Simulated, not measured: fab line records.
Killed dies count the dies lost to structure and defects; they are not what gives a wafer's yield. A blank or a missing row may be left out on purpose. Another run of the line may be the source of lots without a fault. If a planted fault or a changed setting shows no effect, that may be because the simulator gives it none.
A sampling plan put to the test || flow sfq_line || 14 faults told of in these records, all on one fab line, each judged by the records of the lots it struck
The line's own looks make up the plan; these are the steps of the route where a gauge or inspection reads the wafer and leaves it unchanged. A look can be judged if struck wafers have a number there and the file gives its usual mean and standard deviation on fault-free wafers. Caught: 4 or more of those standard deviations (sigma) separate the usual mean from the mean of the struck wafers at a look after the fault's first step. On the tool: the identical test, applied to the tool's own readings at the steps of the fault. A different recipe on the struck wafers counts as caught too, as does a record blank only for those wafers.

## THE FAULTS, as the simulator had put them in
1. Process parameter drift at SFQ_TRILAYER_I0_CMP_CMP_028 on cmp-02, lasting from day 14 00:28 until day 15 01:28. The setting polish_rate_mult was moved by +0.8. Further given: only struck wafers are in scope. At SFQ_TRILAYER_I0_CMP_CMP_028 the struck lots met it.
2. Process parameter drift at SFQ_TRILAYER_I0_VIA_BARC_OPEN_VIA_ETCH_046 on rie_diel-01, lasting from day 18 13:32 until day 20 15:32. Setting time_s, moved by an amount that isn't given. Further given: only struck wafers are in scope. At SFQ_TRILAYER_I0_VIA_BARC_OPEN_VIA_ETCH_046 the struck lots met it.
3. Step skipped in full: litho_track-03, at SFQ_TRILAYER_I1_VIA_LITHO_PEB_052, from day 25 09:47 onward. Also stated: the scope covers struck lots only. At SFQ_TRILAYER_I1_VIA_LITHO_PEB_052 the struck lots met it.
4. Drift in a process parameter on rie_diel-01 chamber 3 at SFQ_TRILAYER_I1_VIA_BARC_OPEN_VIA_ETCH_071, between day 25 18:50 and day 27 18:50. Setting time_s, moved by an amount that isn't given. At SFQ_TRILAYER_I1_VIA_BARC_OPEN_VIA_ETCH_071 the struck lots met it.
5. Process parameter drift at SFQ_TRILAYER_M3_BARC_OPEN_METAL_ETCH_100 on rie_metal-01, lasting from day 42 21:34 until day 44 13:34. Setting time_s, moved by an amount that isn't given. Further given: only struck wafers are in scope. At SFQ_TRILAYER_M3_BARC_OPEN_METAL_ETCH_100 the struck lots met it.
6. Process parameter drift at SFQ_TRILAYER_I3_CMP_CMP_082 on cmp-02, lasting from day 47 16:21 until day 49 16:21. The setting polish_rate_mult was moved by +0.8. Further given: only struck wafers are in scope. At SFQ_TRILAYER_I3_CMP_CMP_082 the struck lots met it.
7. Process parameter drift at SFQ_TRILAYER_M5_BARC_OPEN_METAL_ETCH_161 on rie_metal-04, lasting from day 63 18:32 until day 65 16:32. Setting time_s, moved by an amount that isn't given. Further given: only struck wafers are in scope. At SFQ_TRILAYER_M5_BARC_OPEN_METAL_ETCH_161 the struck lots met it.
8. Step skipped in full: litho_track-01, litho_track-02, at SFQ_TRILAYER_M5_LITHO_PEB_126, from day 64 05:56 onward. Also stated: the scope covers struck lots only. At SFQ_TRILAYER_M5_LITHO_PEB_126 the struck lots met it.
9. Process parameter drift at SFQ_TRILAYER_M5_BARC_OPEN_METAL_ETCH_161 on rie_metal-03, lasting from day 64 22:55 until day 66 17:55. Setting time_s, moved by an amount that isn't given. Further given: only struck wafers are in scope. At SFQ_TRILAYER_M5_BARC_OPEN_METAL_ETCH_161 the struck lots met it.
10. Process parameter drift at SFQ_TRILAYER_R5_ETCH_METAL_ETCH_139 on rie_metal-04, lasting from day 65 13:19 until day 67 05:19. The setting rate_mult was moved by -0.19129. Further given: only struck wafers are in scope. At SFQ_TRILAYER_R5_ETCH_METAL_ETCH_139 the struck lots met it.
11. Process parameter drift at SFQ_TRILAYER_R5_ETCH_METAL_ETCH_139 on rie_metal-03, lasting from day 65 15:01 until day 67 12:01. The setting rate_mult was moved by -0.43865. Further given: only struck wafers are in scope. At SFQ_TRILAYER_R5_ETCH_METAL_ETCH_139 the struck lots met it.
12. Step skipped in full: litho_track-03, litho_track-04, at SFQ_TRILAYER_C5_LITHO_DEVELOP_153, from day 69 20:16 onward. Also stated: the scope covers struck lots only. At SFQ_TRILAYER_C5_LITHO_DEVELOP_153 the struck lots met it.
13. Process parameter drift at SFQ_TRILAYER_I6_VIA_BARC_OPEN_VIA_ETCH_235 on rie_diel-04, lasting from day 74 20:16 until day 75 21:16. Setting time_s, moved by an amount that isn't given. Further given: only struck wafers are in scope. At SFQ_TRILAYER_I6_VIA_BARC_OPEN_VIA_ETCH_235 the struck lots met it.
14. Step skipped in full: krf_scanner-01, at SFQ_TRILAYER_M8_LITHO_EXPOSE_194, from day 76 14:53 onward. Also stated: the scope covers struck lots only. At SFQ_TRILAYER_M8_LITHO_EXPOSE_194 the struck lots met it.

## WHAT THE PLAN SAW
{"fault": 1, "on the tool itself": "time_to_endpoint_s -11 sigma", "first look that catches it": "not the one look that can be judged after it", "reading, sigma": "-", "median hours from its first step to that look": "-", "hours from the fault's start to the first struck lot there": "-", "judged looks passed uncaught": 1}
{"fault": 2, "on the tool itself": "run_length_s +20 sigma", "first look that catches it": "not the one look that can be judged after it", "reading, sigma": "-", "median hours from its first step to that look": "-", "hours from the fault's start to the first struck lot there": "-", "judged looks passed uncaught": 1}
{"fault": 3, "on the tool itself": "the tool's record is blank for the struck wafers", "first look that catches it": "no look after it can be judged", "reading, sigma": "-", "median hours from its first step to that look": "-", "hours from the fault's start to the first struck lot there": "-", "judged looks passed uncaught": 0}
{"fault": 4, "on the tool itself": "run_length_s +7.7 sigma", "first look that catches it": "not the one look that can be judged after it", "reading, sigma": "-", "median hours from its first step to that look": "-", "hours from the fault's start to the first struck lot there": "-", "judged looks passed uncaught": 1}
{"fault": 5, "on the tool itself": "oes_product_au +7.8 sigma", "first look that catches it": "no look after it can be judged", "reading, sigma": "-", "median hours from its first step to that look": "-", "hours from the fault's start to the first struck lot there": "-", "judged looks passed uncaught": 0}
{"fault": 6, "on the tool itself": "time_to_endpoint_s -11 sigma", "first look that catches it": "not the one look that can be judged after it", "reading, sigma": "-", "median hours from its first step to that look": "-", "hours from the fault's start to the first struck lot there": "-", "judged looks passed uncaught": 1}
{"fault": 7, "on the tool itself": "run_length_s +26 sigma", "first look that catches it": "no look after it can be judged", "reading, sigma": "-", "median hours from its first step to that look": "-", "hours from the fault's start to the first struck lot there": "-", "judged looks passed uncaught": 0}
{"fault": 8, "on the tool itself": "the tool's record is blank for the struck wafers", "first look that catches it": "no look after it can be judged", "reading, sigma": "-", "median hours from its first step to that look": "-", "hours from the fault's start to the first struck lot there": "-", "judged looks passed uncaught": 0}
{"fault": 9, "on the tool itself": "oes_product_au -4.0 sigma", "first look that catches it": "no look after it can be judged", "reading, sigma": "-", "median hours from its first step to that look": "-", "hours from the fault's start to the first struck lot there": "-", "judged looks passed uncaught": 0}
{"fault": 10, "on the tool itself": "oes_product_au -18 sigma", "first look that catches it": "no look after it can be judged", "reading, sigma": "-", "median hours from its first step to that look": "-", "hours from the fault's start to the first struck lot there": "-", "judged looks passed uncaught": 0}
{"fault": 11, "on the tool itself": "oes_product_au -42 sigma", "first look that catches it": "not the one look that can be judged after it", "reading, sigma": "-", "median hours from its first step to that look": "-", "hours from the fault's start to the first struck lot there": "-", "judged looks passed uncaught": 1}
{"fault": 12, "on the tool itself": "the tool's record is blank for the struck wafers", "first look that catches it": "no look after it can be judged", "reading, sigma": "-", "median hours from its first step to that look": "-", "hours from the fault's start to the first struck lot there": "-", "judged looks passed uncaught": 0}
{"fault": 13, "on the tool itself": "run_length_s +6.9 sigma", "first look that catches it": "no look after it can be judged", "reading, sigma": "-", "median hours from its first step to that look": "-", "hours from the fault's start to the first struck lot there": "-", "judged looks passed uncaught": 0}
{"fault": 14, "on the tool itself": "no reading that can be judged", "first look that catches it": "none of the 2 looks that can be judged after it", "reading, sigma": "-", "median hours from its first step to that look": "-", "hours from the fault's start to the first struck lot there": "-", "judged looks passed uncaught": 2}
Dash: fault not caught, or number not given in these records.

Caught at a look: 0 of 14. Caught on the tool: 13 of 14. By one or the other: 13 of 14.
Faults 1, 2, 3, 4, 5, 6, 7, 8, 9, 10, 11, 12, 13 were caught on the tool alone.
Caught by neither: fault 14.
